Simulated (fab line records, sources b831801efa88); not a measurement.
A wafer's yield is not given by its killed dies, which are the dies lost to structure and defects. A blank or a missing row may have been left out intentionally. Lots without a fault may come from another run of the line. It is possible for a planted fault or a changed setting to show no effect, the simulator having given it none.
Which tool is to blame? / flow gf180mcu / 33 wafers from 11 lots sampled at 3 of the route's 602 steps

## WHAT THE GAUGES READ, wafer by wafer
GF_PSD_TW_MEAS_11.
lot=L407; measured=day 14 01:59; on=filmMetro-02; PSD_TW=3168 3180 3168
lot=L411; measured=day 15 10:58; on=filmMetro-02; PSD_TW=3198 3185 3194
lot=L412; measured=day 16 01:56; on=filmMetro-02; PSD_TW=3183 3197 3168
lot=L414; measured=day 17 00:52; on=filmMetro-03; PSD_TW=3182 3171 3170
lot=L415; measured=day 17 17:26; on=filmMetro-02; PSD_TW=3189 3188 3191
lot=L417; measured=day 18 16:18; on=filmMetro-02; PSD_TW=3169 3184 3169
lot=L418; measured=day 18 23:08; on=filmMetro-03; PSD_TW=3209 3196 3189
lot=L421; measured=day 20 08:11; on=filmMetro-01; PSD_TW=3021 3030 3012 3025 3027 3010
lot=L424; measured=day 20 23:32; on=filmMetro-02; PSD_TW=2962 2976 2968 2970 2954 2978
lot=L423; measured=day 21 01:47; on=filmMetro-03; PSD_TW=3199 3204 3187
lot=L426; measured=day 21 14:47; on=filmMetro-02; PSD_TW=3146 3140 3140

## EACH LOT AND THE TOOL THAT RAN IT (in order: tool; ch and the chambers of the sampled wafers; start)
lot=L407; GF_PSD_IMPLANT_09=implanter-04 ch 0, day 14 01:44; GF_PSD_STRIP_10=plasmaAsher-03 ch 0,1, day 14 01:52
lot=L411; GF_PSD_IMPLANT_09=implanter-04 ch 0, day 15 10:43; GF_PSD_STRIP_10=plasmaAsher-01 ch 0,1, day 15 10:52
lot=L412; GF_PSD_IMPLANT_09=implanter-01 ch 0, day 16 01:42; GF_PSD_STRIP_10=plasmaAsher-01 ch 0,1, day 16 01:50
lot=L414; GF_PSD_IMPLANT_09=implanter-03 ch 0, day 17 00:37; GF_PSD_STRIP_10=plasmaAsher-01 ch 0,1, day 17 00:46
lot=L415; GF_PSD_IMPLANT_09=implanter-04 ch 0, day 17 17:11; GF_PSD_STRIP_10=plasmaAsher-03 ch 0,1, day 17 17:19
lot=L417; GF_PSD_IMPLANT_09=implanter-03 ch 0, day 18 16:05; GF_PSD_STRIP_10=plasmaAsher-01 ch 0,1, day 18 16:12
lot=L418; GF_PSD_IMPLANT_09=implanter-01 ch 0, day 18 22:53; GF_PSD_STRIP_10=plasmaAsher-01 ch 0,1, day 18 23:01
lot=L421; GF_PSD_IMPLANT_09=implanter-03 ch 0, day 20 07:57; GF_PSD_STRIP_10=plasmaAsher-02 ch 0,1, day 20 08:04
lot=L424; GF_PSD_IMPLANT_09=implanter-03 ch 0, day 20 23:18; GF_PSD_STRIP_10=plasmaAsher-02 ch 0,1, day 20 23:25
lot=L423; GF_PSD_IMPLANT_09=implanter-01 ch 0, day 21 01:33; GF_PSD_STRIP_10=plasmaAsher-03 ch 0, day 21 01:40
lot=L426; GF_PSD_IMPLANT_09=implanter-01 ch 0, day 21 14:32; GF_PSD_STRIP_10=plasmaAsher-02 ch 0, day 21 14:40
- GF_PSD_IMPLANT_09
- GF_PSD_STRIP_10: strips in O2/N2.

## THE ANSWER, worked out from the rows above alone
Rule: the lots themselves supply what counts as usual. Put in order of their means at a reading, lots are off if they are a third of the lots or fewer, leave a main group of 4 or more, and stand apart from it by a gap of 3 or more times the standard deviation of the main group's means; of several such gaps the widest counts. Not used: any main group whose means are identical at the precision the tables above print for the reading. Also off: a lot with no number at a reading for which 4 or more lots have one. All remaining lots with rows at the step are treated as sound.
Off: L421, L424, seen at GF_PSD_TW_MEAS_11 (PSD_TW). Mean 3180 and standard deviation 16 in the main group.
A tool fits if, at a process step before that reading, it ran every lot that is off, and no sound lot after the first of them. Those tools and the gauges at GF_PSD_TW_MEAS_11 are tried in the same way. One fits: implanter-03 at GF_PSD_IMPLANT_09. Its last sound lot is L417 (day 18 16:05), its first lot that is off L421 (day 20 07:57): a fault that began between those two fits.

## WHAT THE SIMULATOR HAD PUT IN
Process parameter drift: implanter-03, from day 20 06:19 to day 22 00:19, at GF_PSD_IMPLANT_09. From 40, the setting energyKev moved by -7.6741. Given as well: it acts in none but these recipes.
Lots struck among those shown: L421, L424. The same result came from the rule above.
